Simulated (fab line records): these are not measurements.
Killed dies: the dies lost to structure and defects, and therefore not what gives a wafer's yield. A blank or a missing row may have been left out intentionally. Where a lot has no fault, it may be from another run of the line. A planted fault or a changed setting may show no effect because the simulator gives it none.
The same fault as seen by 2 desks	flow gf180mcu	only its own numbers are on each desk; what lay behind them is given at the end

METROLOGY DESK
What the gauges read for every lot (on any tool): the sampled wafers with a number, averaged. Any lot whose mean is over 4 standard deviations away from the usual mean is out of limits and marked OUT; that distance is given in the brackets.
Columns: A = M1_ALCU_RS at GF_M1_RS_MEAS_05, usual 0.0696 ohm/sq; B = V1_CVD_00_THK at GF_V1_THK_MEAS_01, usual 598 nm
lot	first seen here	A	B
L873	day 16 05:16	0.0685	599
L874	day 16 18:36	0.0698	597
L876	day 17 11:10	0.0710	603
L877	day 17 18:15	0.0691	608
L879	day 18 11:43	0.0698	593
L881	day 19 12:07	0.0700	594
L885	day 20 15:39	0.0696	599
L886	day 21 01:16	0.0698	716 (+18) OUT
L887	day 21 11:15	0.0693	721 (+19) OUT
L895	day 24 02:05	0.0707	604
L894	day 24 05:18	0.0694	589
L896	day 24 11:09	0.0697	597
This desk reports L886, L887 out of limits; the earliest was L886 at day 22 01:50 (V1_CVD_00_THK at GF_V1_THK_MEAS_01). L873, L874, L876, L877, L879, L881, L885, L895, L894, L896 stayed within limits.

THE TOOL OWNER'S DESK: hdpcvd-01
The tool's own readings at GF_V1_CVD_00 (deposits SiO2, target thk 600 nm, time 100 s): means of the sampled wafers that have a number, for each lot that ran on this tool. Any lot whose mean is over 4 standard deviations away from the usual mean is out of limits and marked OUT; that distance is given in the brackets.
Columns: A = sih4_flow_sccm at GF_V1_CVD_00, usual 59.99 sccm
lot	first seen here	A
L873	day 17 05:41	59.92
L874	day 17 18:31	60.16
L876	day 18 11:20	60.19
L886	day 22 01:44	72.10 (+76) OUT
L887	day 22 11:49	72.12 (+76) OUT
L895	day 25 01:19	59.85
L894	day 25 03:35	59.90
This desk's finding: out of limits on L886, L887; first on L886, day 22 01:44 (sih4_flow_sccm at GF_V1_CVD_00). L873, L874, L876, L895, L894 stayed within limits.

TAKEN TOGETHER
At day 22 01:44, on L886, L887, the tool owner's desk was in a position to raise an alarm.
Metrology desk: alarm possible at day 22 01:50 on L886, L887.
On hdpcvd-01, each named lot ran GF_V1_CVD_00.

WHAT WAS PUT IN BY THE SIMULATOR
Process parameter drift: hdpcvd-01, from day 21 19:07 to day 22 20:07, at GF_V1_CVD_00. A move of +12 in setting sih4_flow_sccm, from 60. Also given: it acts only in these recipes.
Struck lots among those shown: L886, L887.
Time in hours from fault onset to the first out-of-limits reading at each desk: tool owner's desk 7, metrology desk 7.
